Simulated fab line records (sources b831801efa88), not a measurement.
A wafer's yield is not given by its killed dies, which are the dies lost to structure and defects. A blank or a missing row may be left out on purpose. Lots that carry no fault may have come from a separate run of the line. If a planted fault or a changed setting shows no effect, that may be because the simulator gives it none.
fab line records	flow sky130
[record] lots = 5	wafers = 15	lastDay = 50
route steps=708 shown DNWELL@41 PWDE@45 NWELL@56
lots that met no fault: from a run of the same line without faults
startH: hours from the record's opening day to when the first of the lot's shown wafers began	waitH: time in hours since the lot's previous step	" unchanged from the row above	L1.1+2: several wafers, shown together as one row	- either no value or no given start	* or withheld: withheld	< > ~ a bound
route shown NAME@n: NAME is a module with steps in the file, n the number in the route of the first one	usual: mean and standard deviation over wafers with no fault	same: alike in all rows	chamber/n: place in a boat	sites: readings site by site	_std_site: how widely they spread, as a standard deviation	_edge_site: the outer-site mean with the inner-site mean subtracted	radiusMm: for every site, how far away it sits from the centre of the wafer	mask NAME#n: copy n	behind: the last tool/chamber to shape the wafer	hold: why the lot went on hold/how many hours it stayed there/how the hold came to an end	device: transistor that didn't switch, given as n, p or np	end of line: the same wafers' tests at the end of the route	a step without rows: its recipe alone	killed: not the wafer's yield, but the dies lost to structure and defects at the first sort	map: the dies of a wafer, with x for killed, . for not killed, _ for no die there
set.NAME: the setting that was run; set.NAME@STEP: the one run at that earlier step	model.NAME: the simulator's own value behind a step, which no gauge read
a table for each step, a row for each wafer; lots at some steps of the route
services: when a tool's chamber went out of use (startH, in hours from the record's first day, below 0 if earlier), for how many hours, and the reason
[[steps]]
[step SKY_DNWELL_DEVELOP_06]
[recipe] wallAngleDeg = 90	developer = TMAH	developTimeS = 60	devTempC = 23
lot.wafer	tool	chamber	startH	waitH
L076.1+2+6	lithoTrack-02	0	-	-
L079.2+5+6	lithoTrack-01	0	-	-
L080.1+3+6	lithoTrack-02	0	-	-
L090.2+3+4	lithoTrack-02	0	-	-
L097.2+3+6	lithoTrack-04	0	-	-
[step SKY_DNWELL_IMPLANT_07]
[recipe] species = P	energyKev = withheld	doseCm2 = withheld	tiltDeg = withheld
lot.wafer	tool	chamber	startH	waitH
L076.1+2+6	implanter-01	0	68.59	-
L079.2+5+6	implanter-02	0	75.77	-
L080.1+3+6	implanter-01	0	86.14	-
L090.2+3+4	implanter-01	0	138.31	-
L097.2+3+6	implanter-03	0	173.04	-
[step SKY_DNWELL_STRIP_08]
[recipe] chemistry = O2/N2	powerW = 1400	pressureMtorr = 1500	platenTempC = withheld	o2FlowSccm = 3000	n2FlowSccm = 300	overashFraction = 0.5
[usual] drypumpMotorCurrentA = 5.95/0.25	o2FlowSccm = 2999/8.3	oesProductAu = 0.723/0.0044	stripTimeToEndpointS = 36.99/0.11
lot.wafer	tool	chamber	startH	waitH	drypumpMotorCurrentA	o2FlowSccm	oesProductAu	rfHoursCounterH	stripTimeToEndpointS
L076.1	plasmaAsher-04	0	68.74	0.1	5.74	2996	0.727	25	36.83
L076.2	"	1	"	"	6.05	3013	0.733	25	36.76
L076.6	"	1	"	"	6.03	2997	0.724	-	36.78
L079.2	plasmaAsher-01	1	75.89	0.1	6.22	3001	0.723	39	36.80
L079.5	"	1	"	"	6.21	2994	0.721	-	36.80
L079.6	"	0	"	"	5.89	2999	0.719	-	36.79
L080.1	plasmaAsher-03	1	86.29	0.1	5.32	3008	0.718	42	36.95
L080.3	"	0	"	"	6.06	3004	0.726	-	36.99
L080.6	"	1	"	"	5.32	2995	0.722	-	37.01
L090.2	plasmaAsher-01	1	138.44	0.1	6.22	3000	0.721	46	36.86
L090.3	"	0	"	"	5.91	2986	0.718	-	36.98
L090.4	"	1	"	"	6.19	2993	0.721	-	36.93
L097.2	plasmaAsher-01	0	173.16	0.1	5.90	2988	0.725	49	37.11
L097.3	"	1	"	"	6.20	3001	0.723	-	37.13
L097.6	"	1	"	"	6.19	3003	0.731	-	37.27
[step SKY_DNWELL_TW_MEAS_09]
[usual] DNWELL_TW = 1111/7.9
lot.wafer	tool	chamber	startH	waitH	DNWELL_TW
L076.1	filmMetro-03	-	68.84	0.1	1105
L076.2	"	-	"	"	1108
L076.6	"	-	"	"	1108
L079.2	filmMetro-02	-	76.00	0.1	1099
L079.5	"	-	"	"	1103
L079.6	"	-	"	"	1106
L080.1	filmMetro-02	-	86.39	0.1	1104
L080.3	"	-	"	"	1101
L080.6	"	-	"	"	1105
L090.2	filmMetro-03	-	138.55	0.1	1115
L090.3	"	-	"	"	1114
L090.4	"	-	"	"	1126
L097.2	filmMetro-03	-	173.27	0.1	1122
L097.3	"	-	"	"	1121
L097.6	"	-	"	"	1120
[step SKY_PWDE_DEHYDRATE_00]
[recipe] tempC = 200	timeS = 60
lot.wafer	tool	chamber	startH	waitH
L076.1+2+6	lithoTrack-04	0	76.91	8.1
L079.2+5+6	lithoTrack-04	0	83.44	7.4
L080.1+3+6	lithoTrack-04	0	93.66	7.3
L090.2+3+4	lithoTrack-01	0	146.52	8.0
L097.2+3+6	lithoTrack-01	0	183.42	10.1
[step SKY_PWDE_HMDS_01]
[recipe] primeTimeS = 60	primeTempC = 120
lot.wafer	tool	chamber	startH	waitH
L076.1+2+6	lithoTrack-04	0	77.06	0.1
L079.2+5+6	lithoTrack-04	0	83.59	0.1
L080.1+3+6	lithoTrack-04	0	93.81	0.1
L090.2+3+4	lithoTrack-01	0	146.67	0.1
L097.2+3+6	lithoTrack-01	0	183.57	0.1
[step SKY_PWDE_COAT_02]
[recipe] spinRpm = 2000	resistThkNm = 3000
[usual] spinSpeedRpm = 2000.0/1.5
lot.wafer	tool	chamber	startH	waitH	spinSpeedRpm
L076.1	lithoTrack-04	0	77.21	0.1	2001.8
L076.2	"	0	"	"	2000.7
L076.6	"	0	"	"	2003.9
L079.2	lithoTrack-04	0	83.74	0.1	2001.6
L079.5	"	0	"	"	1999.9
L079.6	"	0	"	"	2000.9
L080.1	lithoTrack-04	0	93.96	0.1	2000.3
L080.3	"	0	"	"	2000.0
L080.6	"	0	"	"	1999.7
L090.2	lithoTrack-01	0	146.82	0.1	1998.7
L090.3	"	0	"	"	2000.7
L090.4	"	0	"	"	1997.7
L097.2	lithoTrack-01	0	183.72	0.1	2001.9
L097.3	"	0	"	"	1997.7
L097.6	"	0	"	"	2001.0
[step SKY_PWDE_SOFTBAKE_03]
[recipe] tempC = 110	timeS = withheld
lot.wafer	tool	chamber	startH	waitH
L076.1+2+6	lithoTrack-04	0	77.36	0.1
L079.2+5+6	lithoTrack-04	0	83.89	0.1
L080.1+3+6	lithoTrack-04	0	94.11	0.1
L090.2+3+4	lithoTrack-01	0	146.97	0.1
L097.2+3+6	lithoTrack-01	0	183.87	0.1
[step SKY_PWDE_EXPOSE_04]
[recipe] maskId = PWDEM	na = 0.6	sourceShape = conventional	sigmaOuter = 0.6	polarization = unpolarized	targetCdNm = 840	doseMj = 214
[usual] focusOffsetNm = 0.0/0.49
lot.wafer	tool	chamber	startH	waitH	mask	focusOffsetNm
L076.1	ilineStepper-02	0	-	-	PWDEM#0	-0.4
L076.2	"	0	"	"	PWDEM#0	-0.2
L076.6	"	0	"	"	PWDEM#0	-0.5
L079.2	ilineStepper-02	0	-	-	PWDEM#0	0.3
L079.5	"	0	"	"	PWDEM#0	0.7
L079.6	"	0	"	"	PWDEM#0	0.3
L080.1	ilineStepper-02	0	-	-	PWDEM#0	-0.5
L080.3	"	0	"	"	PWDEM#0	0.7
L080.6	"	0	"	"	PWDEM#0	0.2
L090.2	ilineStepper-01	0	-	-	PWDEM#0	-0.5
L090.3	"	0	"	"	PWDEM#0	0.2
L090.4	"	0	"	"	PWDEM#0	-0.2
L097.2	ilineStepper-01	0	-	-	PWDEM#0	-0.3
L097.3	"	0	"	"	PWDEM#0	-0.7
L097.6	"	0	"	"	PWDEM#0	-0.8
[step SKY_PWDE_PEB_05]
[recipe] tempC = 115	timeS = withheld
lot.wafer	tool	chamber	startH	waitH
L076.1+2+6	lithoTrack-01	0	-	-
L079.2+5+6	lithoTrack-04	0	-	-
L080.1+3+6	lithoTrack-04	0	-	-
L090.2+3+4	lithoTrack-04	0	-	-
L097.2+3+6	lithoTrack-04	0	-	-
[step SKY_PWDE_DEVELOP_06]
[recipe] wallAngleDeg = 90	developer = TMAH	developTimeS = 60	devTempC = 23
lot.wafer	tool	chamber	startH	waitH
L076.1+2+6	lithoTrack-01	0	-	-
L079.2+5+6	lithoTrack-04	0	-	-
L080.1+3+6	lithoTrack-04	0	-	-
L090.2+3+4	lithoTrack-04	0	-	-
L097.2+3+6	lithoTrack-04	0	-	-
[step SKY_PWDE_OVL_MEAS_07]
[usual] PWDE_OVL = 1.3/1.6
lot.wafer	tool	chamber	startH	waitH	PWDE_OVL[nm]
L076.1	overlay-02	-	86.29	-	2.0
L076.2	"	-	"	"	2.1
L076.6	"	-	"	"	0.2
L079.2	overlay-01	-	92.17	-	-0.9
L079.5	"	-	"	"	-0.3
L079.6	"	-	"	"	-0.3
L080.1	overlay-02	-	103.51	-	2.7
L080.3	"	-	"	"	3.5
L080.6	"	-	"	"	0.4
L090.2	overlay-01	-	156.92	-	2.2
L090.3	"	-	"	"	-0.3
L090.4	"	-	"	"	0.2
L097.2	overlay-02	-	194.02	-	1.4
L097.3	"	-	"	"	1.8
L097.6	"	-	"	"	1.4
[step SKY_PWDE_IMPLANT_08]
[recipe] species = B	energyKev = 150	doseCm2 = 3.6e+12	tiltDeg = withheld
[usual] beamEnergyKeV = 150.00/0.039
lot.wafer	tool	chamber	startH	waitH	beamEnergyKeV
L076.1	implanter-04	0	86.33	0.0	149.98
L076.2	"	0	"	"	150.02
L076.6	"	0	"	"	150.05
L079.2	implanter-03	0	92.22	0.0	149.96
L079.5	"	0	"	"	149.99
L079.6	"	0	"	"	150.04
L080.1	implanter-01	0	103.55	0.0	149.96
L080.3	"	0	"	"	149.96
L080.6	"	0	"	"	150.02
L090.2	implanter-03	0	156.97	0.0	150.01
L090.3	"	0	"	"	149.97
L090.4	"	0	"	"	149.97
L097.2	implanter-01	0	194.07	0.0	149.98
L097.3	"	0	"	"	149.95
L097.6	"	0	"	"	149.99
[step SKY_PWDE_STRIP_09]
[recipe] chemistry = O2/N2	powerW = 1400	pressureMtorr = 1500	platenTempC = withheld	o2FlowSccm = 3000	n2FlowSccm = 300	overashFraction = 0.5
[usual] drypumpMotorCurrentA = 5.87/0.15	o2FlowSccm = 3000/8.4	oesProductAu = 0.723/0.0042	stripTimeToEndpointS = 36.90/0.077
lot.wafer	tool	chamber	startH	waitH	drypumpMotorCurrentA	o2FlowSccm	oesProductAu	rfHoursCounterH	stripTimeToEndpointS
L076.1	plasmaAsher-02	0	86.48	0.1	5.80	3015	0.729	38	36.90
L076.2	"	1	"	"	5.72	2990	0.722	38	36.87
L076.6	"	0	"	"	5.82	3012	0.727	-	36.96
L079.2	plasmaAsher-02	1	92.35	0.1	5.77	3011	0.726	39	36.83
L079.5	"	0	"	"	5.82	3002	0.719	-	36.89
L079.6	"	1	"	"	5.73	3012	0.723	-	36.75
L080.1	plasmaAsher-02	1	103.70	0.1	5.73	3002	0.728	40	36.93
L080.3	"	1	"	"	5.72	3005	0.721	-	37.08
L080.6	"	1	"	"	5.75	3002	0.725	-	36.76
L090.2	plasmaAsher-02	0	157.10	0.1	5.86	2990	0.727	3	36.97
L090.3	"	1	"	"	5.77	2992	0.724	-	37.00
L090.4	"	0	"	"	5.84	2999	0.731	-	36.95
L097.2	plasmaAsher-01	0	194.20	0.1	5.91	2992	0.723	51	37.02
L097.3	"	0	"	"	5.91	3000	0.727	-	36.85
L097.6	"	0	"	"	5.91	3003	0.714	-	36.84
[step SKY_PWDE_TW_MEAS_10]
[usual] PWDE_TW = 371.5/2.2
lot.wafer	tool	chamber	startH	waitH	PWDE_TW
L076.1	filmMetro-02	-	86.58	0.1	370.3
L076.2	"	-	"	"	371.2
L076.6	"	-	"	"	371.2
L079.2	filmMetro-02	-	92.46	0.1	368.5
L079.5	"	-	"	"	369.3
L079.6	"	-	"	"	370.1
L080.1	filmMetro-04	-	103.80	0.1	372.1
L080.3	"	-	"	"	373.2
L080.6	"	-	"	"	372.4
L090.2	filmMetro-02	-	157.21	0.1	371.0
L090.3	"	-	"	"	371.5
L090.4	"	-	"	"	370.8
L097.2	filmMetro-03	-	194.31	0.1	377.3
L097.3	"	-	"	"	374.3
L097.6	"	-	"	"	372.8
[step SKY_NWELL_DEHYDRATE_03]
[recipe] tempC = 200	timeS = 60
lot.wafer	tool	chamber	startH	waitH
L076.1+2+6	lithoTrack-03	0	94.25	7.7
L079.2+5+6	lithoTrack-01	0	101.27	8.8
L080.1+3+6	lithoTrack-01	0	111.84	8.0
L090.2+3+4	lithoTrack-01	0	166.17	8.9
L097.2+3+6	lithoTrack-02	0	205.41	11.1
[step SKY_NWELL_HMDS_04]
[recipe] primeTimeS = 60	primeTempC = 120
lot.wafer	tool	chamber	startH	waitH
L076.1+2+6	lithoTrack-03	0	94.40	0.1
L079.2+5+6	lithoTrack-01	0	101.42	0.1
L080.1+3+6	lithoTrack-01	0	111.99	0.1
L090.2+3+4	lithoTrack-01	0	166.32	0.1
L097.2+3+6	lithoTrack-02	0	205.56	0.1
[step SKY_NWELL_COAT_05]
[recipe] spinRpm = 2000	resistThkNm = 3000
[usual] spinSpeedRpm = 2000.0/1.6
lot.wafer	tool	chamber	startH	waitH	spinSpeedRpm
L076.1	lithoTrack-03	0	94.55	0.1	2003.0
L076.2	"	0	"	"	1998.7
L076.6	"	0	"	"	1999.5
L079.2	lithoTrack-01	0	101.57	0.1	1996.6
L079.5	"	0	"	"	2000.9
L079.6	"	0	"	"	1999.6
L080.1	lithoTrack-01	0	112.14	0.1	1999.6
L080.3	"	0	"	"	1999.2
L080.6	"	0	"	"	2000.9
L090.2	lithoTrack-01	0	166.47	0.1	2000.8
L090.3	"	0	"	"	1997.8
L090.4	"	0	"	"	1995.4
L097.2	lithoTrack-02	0	205.71	0.1	2004.2
L097.3	"	0	"	"	1996.6
L097.6	"	0	"	"	2001.0
[step SKY_NWELL_SOFTBAKE_06]
[recipe] tempC = 110	timeS = withheld
lot.wafer	tool	chamber	startH	waitH
L076.1+2+6	lithoTrack-03	0	94.70	0.1
L079.2+5+6	lithoTrack-01	0	101.73	0.1
L080.1+3+6	lithoTrack-01	0	112.29	0.1
L090.2+3+4	lithoTrack-01	0	166.62	0.1
L097.2+3+6	lithoTrack-02	0	205.87	0.1
[step SKY_NWELL_EXPOSE_07]
[recipe] maskId = NWM	na = 0.6	sourceShape = conventional	sigmaOuter = 0.6	polarization = unpolarized	targetCdNm = 840	doseMj = 255
[usual] focusOffsetNm = -0.1/0.65
lot.wafer	tool	chamber	startH	waitH	mask	focusOffsetNm
L076.1	ilineStepper-01	0	-	-	NWM#0	-0.8
L076.2	"	0	"	"	NWM#0	-0.5
L076.6	"	0	"	"	NWM#0	-0.6
L079.2	ilineStepper-01	0	-	-	NWM#0	-0.1
L079.5	"	0	"	"	NWM#0	-0.6
L079.6	"	0	"	"	NWM#0	-0.3
L080.1	ilineStepper-01	0	-	-	NWM#0	-0.1
L080.3	"	0	"	"	NWM#0	0.6
L080.6	"	0	"	"	NWM#0	0.0
L090.2	ilineStepper-02	0	-	-	NWM#0	0.8
L090.3	"	0	"	"	NWM#0	-0.5
L090.4	"	0	"	"	NWM#0	-0.6
L097.2	ilineStepper-01	0	-	-	NWM#0	0.2
L097.3	"	0	"	"	NWM#0	-0.1
L097.6	"	0	"	"	NWM#0	0.3
[step SKY_NWELL_PEB_08]
[recipe] tempC = 115	timeS = withheld
lot.wafer	tool	chamber	startH	waitH
L076.1+2+6	lithoTrack-01	0	-	-
L079.2+5+6	lithoTrack-03	0	-	-
L080.1+3+6	lithoTrack-01	0	-	-
L090.2+3+4	lithoTrack-02	0	-	-
L097.2+3+6	lithoTrack-02	0	-	-
[step SKY_NWELL_DEVELOP_09]
[recipe] wallAngleDeg = 90	developer = TMAH	developTimeS = 60	devTempC = 23
lot.wafer	tool	chamber	startH	waitH
L076.1+2+6	lithoTrack-01	0	-	-
L079.2+5+6	lithoTrack-03	0	-	-
L080.1+3+6	lithoTrack-01	0	-	-
L090.2+3+4	lithoTrack-02	0	-	-
L097.2+3+6	lithoTrack-02	0	-	-
[step SKY_NWELL_OVL_MEAS_10]
[usual] NWELL_00_OVL = 0.6/1.3
lot.wafer	tool	chamber	startH	waitH	NWELL_00_OVL[nm]
L076.1	overlay-02	-	103.89	-	-1.2
L076.2	"	-	"	"	0.2
L076.6	"	-	"	"	1.1
L079.2	overlay-01	-	110.50	-	0.4
L079.5	"	-	"	"	-0.7
L079.6	"	-	"	"	-2.3
L080.1	overlay-01	-	122.29	-	-0.4
L080.3	"	-	"	"	-0.1
L080.6	"	-	"	"	-0.5
L090.2	overlay-01	-	176.94	-	0.6
L090.3	"	-	"	"	0.0
L090.4	"	-	"	"	1.1
L097.2	overlay-02	-	216.14	-	0.9
L097.3	"	-	"	"	3.0
L097.6	"	-	"	"	3.3
[step SKY_NWELL_IMPLANT_11]
[recipe] species = P	energyKev = 400	doseCm2 = 1.9e+13	tiltDeg = withheld
[usual] beamEnergyKeV = 399.96/0.14
lot.wafer	tool	chamber	startH	waitH	beamEnergyKeV
L076.1	implanter-02	0	103.93	0.0	399.87
L076.2	"	0	"	"	399.93
L076.6	"	0	"	"	399.87
L079.2	implanter-02	0	110.56	0.0	399.80
L079.5	"	0	"	"	400.00
L079.6	"	0	"	"	399.86
L080.1	implanter-03	0	122.33	0.0	400.04
L080.3	"	0	"	"	399.75
L080.6	"	0	"	"	400.01
L090.2	implanter-04	0	177.00	0.0	399.96
L090.3	"	0	"	"	399.96
L090.4	"	0	"	"	399.93
L097.2	implanter-03	0	216.20	0.0	400.14
L097.3	"	0	"	"	400.13
L097.6	"	0	"	"	400.00
[step SKY_NWELL_IMPLANT_12]
[recipe] species = P	energyKev = 120	doseCm2 = 1.3e+12	tiltDeg = withheld
[usual] beamEnergyKeV = 120.00/0.037
lot.wafer	tool	chamber	startH	waitH	beamEnergyKeV
L076.1	implanter-02	0	104.08	0.1	119.93
L076.2	"	0	"	"	119.97
L076.6	"	0	"	"	119.96
L079.2	implanter-02	0	110.71	0.1	119.98
L079.5	"	0	"	"	120.04
L079.6	"	0	"	"	119.93
L080.1	implanter-03	0	122.48	0.1	119.96
L080.3	"	0	"	"	119.98
L080.6	"	0	"	"	120.00
L090.2	implanter-04	0	177.15	0.1	120.01
L090.3	"	0	"	"	120.01
L090.4	"	0	"	"	120.01
L097.2	implanter-03	0	216.35	0.1	119.99
L097.3	"	0	"	"	120.04
L097.6	"	0	"	"	120.07
[step SKY_NWELL_IMPLANT_13]
[recipe] species = P	energyKev = 50	doseCm2 = 7e+11	tiltDeg = withheld
[usual] beamEnergyKeV = 49.999/0.016
lot.wafer	tool	chamber	startH	waitH	beamEnergyKeV
L076.1	implanter-02	0	104.23	0.1	49.998
L076.2	"	0	"	"	49.972
L076.6	"	0	"	"	50.001
L079.2	implanter-02	0	110.86	0.1	49.998
L079.5	"	0	"	"	49.980
L079.6	"	0	"	"	49.990
L080.1	implanter-03	0	122.63	0.1	49.985
L080.3	"	0	"	"	50.008
L080.6	"	0	"	"	49.994
L090.2	implanter-04	0	177.30	0.1	49.977
L090.3	"	0	"	"	50.004
L090.4	"	0	"	"	49.966
L097.2	implanter-03	0	216.50	0.1	50.009
L097.3	"	0	"	"	49.988
L097.6	"	0	"	"	50.027
[step SKY_NWELL_STRIP_14]
[recipe] chemistry = O2/N2	powerW = 1400	pressureMtorr = 1500	platenTempC = withheld	o2FlowSccm = 3000	n2FlowSccm = 300	overashFraction = 0.5
[usual] drypumpMotorCurrentA = 5.80/0.25	o2FlowSccm = 3001/9.3	oesProductAu = 0.722/0.0046	stripTimeToEndpointS = 36.96/0.092
lot.wafer	tool	chamber	startH	waitH	drypumpMotorCurrentA	o2FlowSccm	oesProductAu	rfHoursCounterH	stripTimeToEndpointS
L076.1	plasmaAsher-02	1	104.38	0.1	5.76	2999	0.724	40	36.94
L076.2	"	0	"	"	5.82	2988	0.725	40	36.84
L076.6	"	0	"	"	5.79	2998	0.721	-	36.98
L079.2	plasmaAsher-03	1	110.98	0.1	5.32	2995	0.726	45	37.01
L079.5	"	0	"	"	6.04	3007	0.729	-	36.97
L079.6	"	1	"	"	5.32	3002	0.726	-	36.92
L080.1	plasmaAsher-03	0	122.78	0.1	6.07	3018	0.734	46	36.93
L080.3	"	0	"	"	6.09	3001	0.719	-	37.02
L080.6	"	0	"	"	6.06	3011	0.726	-	37.01
L090.2	plasmaAsher-04	0	177.42	0.1	5.74	3009	0.731	35	37.04
L090.3	"	1	"	"	6.03	3013	0.720	-	37.05
L090.4	"	0	"	"	5.74	3004	0.727	-	36.90
L097.2	plasmaAsher-04	0	216.62	0.1	5.75	2988	0.724	40	37.05
L097.3	"	1	"	"	6.06	3008	0.712	-	37.02
L097.6	"	1	"	"	6.04	3012	0.717	-	37.13
[step SKY_NWELL_TW_MEAS_15]
[usual] NWELL_TW = 1818/13
lot.wafer	tool	chamber	startH	waitH	NWELL_TW
L076.1	filmMetro-02	-	104.48	0.1	1788
L076.2	"	-	"	"	1790
L076.6	"	-	"	"	1785
L079.2	filmMetro-03	-	111.09	0.1	1815
L079.5	"	-	"	"	1814
L079.6	"	-	"	"	1806
L080.1	filmMetro-03	-	122.88	0.1	1840
L080.3	"	-	"	"	1848
L080.6	"	-	"	"	1830
L090.2	filmMetro-03	-	177.53	0.1	1841
L090.3	"	-	"	"	1832
L090.4	"	-	"	"	1835
L097.2	filmMetro-02	-	216.73	0.1	1812
L097.3	"	-	"	"	1821
L097.6	"	-	"	"	1814
[step SKY_NWELL_DEHYDRATE_16]
[recipe] tempC = 200	timeS = 60
lot.wafer	tool	chamber	startH	waitH
L076.1+2+6	lithoTrack-02	0	112.64	8.1
L079.2+5+6	lithoTrack-03	0	119.57	8.5
L080.1+3+6	lithoTrack-03	0	130.85	8.0
L090.2+3+4	lithoTrack-03	0	187.37	9.8
L097.2+3+6	lithoTrack-02	0	228.21	11.5
[step SKY_NWELL_HMDS_17]
[recipe] primeTimeS = 60	primeTempC = 120
lot.wafer	tool	chamber	startH	waitH
L076.1+2+6	lithoTrack-02	0	112.79	0.1
L079.2+5+6	lithoTrack-03	0	119.72	0.1
L080.1+3+6	lithoTrack-03	0	131.00	0.1
L090.2+3+4	lithoTrack-03	0	187.52	0.1
L097.2+3+6	lithoTrack-02	0	228.36	0.1
[step SKY_NWELL_COAT_18]
[recipe] spinRpm = 2000	resistThkNm = 3000
[usual] spinSpeedRpm = 1999.9/1.6
lot.wafer	tool	chamber	startH	waitH	spinSpeedRpm
L076.1	lithoTrack-02	0	112.94	0.1	2000.4
L076.2	"	0	"	"	2001.2
L076.6	"	0	"	"	1999.9
L079.2	lithoTrack-03	0	119.87	0.1	1999.4
L079.5	"	0	"	"	2000.9
L079.6	"	0	"	"	1998.8
L080.1	lithoTrack-03	0	131.15	0.1	1999.1
L080.3	"	0	"	"	1998.3
L080.6	"	0	"	"	2003.1
L090.2	lithoTrack-03	0	187.67	0.1	1996.8
L090.3	"	0	"	"	2000.1
L090.4	"	0	"	"	2000.4
L097.2	lithoTrack-02	0	228.51	0.1	2001.7
L097.3	"	0	"	"	2001.5
L097.6	"	0	"	"	2001.7
[step SKY_NWELL_SOFTBAKE_19]
[recipe] tempC = 110	timeS = withheld
lot.wafer	tool	chamber	startH	waitH
L076.1+2+6	lithoTrack-02	0	113.09	0.1
L079.2+5+6	lithoTrack-03	0	120.03	0.1
L080.1+3+6	lithoTrack-03	0	131.30	0.1
L090.2+3+4	lithoTrack-03	0	187.83	0.1
L097.2+3+6	lithoTrack-02	0	228.67	0.1
[step SKY_NWELL_EXPOSE_20]
[recipe] maskId = NWM_COMPLEMENT	na = 0.6	sourceShape = conventional	sigmaOuter = 0.6	polarization = unpolarized	targetCdNm = 840	doseMj = 260
[usual] focusOffsetNm = 0.1/0.55
lot.wafer	tool	chamber	startH	waitH	mask	focusOffsetNm
L076.1	ilineStepper-01	0	-	-	NWM_COMPLEMENT#0	-0.3
L076.2	"	0	"	"	NWM_COMPLEMENT#0	0.0
L076.6	"	0	"	"	NWM_COMPLEMENT#0	0.7
L079.2	ilineStepper-01	0	-	-	NWM_COMPLEMENT#0	-0.5
L079.5	"	0	"	"	NWM_COMPLEMENT#0	-0.5
L079.6	"	0	"	"	NWM_COMPLEMENT#0	-0.8
L080.1	ilineStepper-01	0	-	-	NWM_COMPLEMENT#0	-0.1
L080.3	"	0	"	"	NWM_COMPLEMENT#0	-0.3
L080.6	"	0	"	"	NWM_COMPLEMENT#0	-0.8
L090.2	ilineStepper-02	0	-	-	NWM_COMPLEMENT#0	-0.7
L090.3	"	0	"	"	NWM_COMPLEMENT#0	-0.2
L090.4	"	0	"	"	NWM_COMPLEMENT#0	-0.4
L097.2	ilineStepper-02	0	-	-	NWM_COMPLEMENT#0	-1.0
L097.3	"	0	"	"	NWM_COMPLEMENT#0	0.9
L097.6	"	0	"	"	NWM_COMPLEMENT#0	0.6
[step SKY_NWELL_PEB_21]
[recipe] tempC = 115	timeS = withheld
lot.wafer	tool	chamber	startH	waitH
L076.1+2+6	lithoTrack-01	0	-	-
L079.2+5+6	lithoTrack-03	0	-	-
L080.1+3+6	lithoTrack-03	0	-	-
L090.2+3+4	lithoTrack-03	0	-	-
L097.2+3+6	lithoTrack-02	0	-	-
[step SKY_NWELL_DEVELOP_22]
[recipe] wallAngleDeg = 90	developer = TMAH	developTimeS = 60	devTempC = 23
lot.wafer	tool	chamber	startH	waitH
L076.1+2+6	lithoTrack-01	0	-	-
L079.2+5+6	lithoTrack-03	0	-	-
L080.1+3+6	lithoTrack-03	0	-	-
L090.2+3+4	lithoTrack-03	0	-	-
L097.2+3+6	lithoTrack-02	0	-	-
[step SKY_NWELL_OVL_MEAS_23]
[usual] NWELL_01_OVL = 0.4/1.4
lot.wafer	tool	chamber	startH	waitH	NWELL_01_OVL[nm]
L076.1	overlay-01	-	122.64	-	0.0
L076.2	"	-	"	"	-0.2
L076.6	"	-	"	"	-1.0
L079.2	overlay-01	-	129.25	-	0.5
L079.5	"	-	"	"	-1.1
L079.6	"	-	"	"	-0.3
L080.1	overlay-01	-	141.20	-	-0.2
L080.3	"	-	"	"	0.8
L080.6	"	-	"	"	0.9
L090.2	overlay-02	-	198.30	-	1.1
L090.3	"	-	"	"	2.4
L090.4	"	-	"	"	2.5
L097.2	overlay-02	-	239.94	-	-1.6
L097.3	"	-	"	"	0.5
L097.6	"	-	"	"	-0.9
[step SKY_NWELL_IMPLANT_24]
[recipe] species = B	energyKev = 140	doseCm2 = 9.2e+12	tiltDeg = withheld
[usual] beamEnergyKeV = 140.00/0.047
lot.wafer	tool	chamber	startH	waitH	beamEnergyKeV
L076.1	implanter-04	0	122.68	0.0	139.99
L076.2	"	0	"	"	140.05
L076.6	"	0	"	"	140.02
L079.2	implanter-02	0	129.31	0.0	140.04
L079.5	"	0	"	"	140.11
L079.6	"	0	"	"	139.99
L080.1	implanter-03	0	141.23	0.0	139.98
L080.3	"	0	"	"	139.93
L080.6	"	0	"	"	139.99
L090.2	implanter-04	0	198.36	0.0	140.03
L090.3	"	0	"	"	140.06
L090.4	"	0	"	"	140.07
L097.2	implanter-03	0	240.00	0.0	139.93
L097.3	"	0	"	"	139.99
L097.6	"	0	"	"	139.98
[[services]]
tool	chamber	startH	hours	kind
implanter-04	-	49.81	4.0	pm
implanter-01	-	50.06	1.6	repair
ilineStepper-01	-	53.19	1.7	pm
implanter-03	-	57.06	3.6	repair
implanter-02	-	60.24	1.7	repair
implanter-01	-	60.70	4.0	repair
plasmaAsher-01	-	72.54	1.5	repair
implanter-03	-	73.99	1.3	repair
ilineStepper-02	-	88.28	1.7	pm
plasmaAsher-02	-	108.75	9.0	pm
implanter-01	-	113.18	2.2	repair
implanter-03	-	117.25	0.6	repair
implanter-04	-	134.14	0.9	repair
implanter-04	-	136.00	2.3	repair
ilineStepper-02	-	142.71	3.0	repair
implanter-04	-	145.90	1.1	repair
implanter-01	-	149.15	3.3	pm
implanter-02	-	159.42	58.7	repair
plasmaAsher-03	-	162.68	1.5	repair
ilineStepper-02	-	176.48	2.0	repair
implanter-02	-	180.03	1.9	repair
plasmaAsher-02	-	185.82	7.5	repair
implanter-02	-	218.17	5.7	pm
implanter-01	-	230.89	5.0	pm
[[key]]
fault none
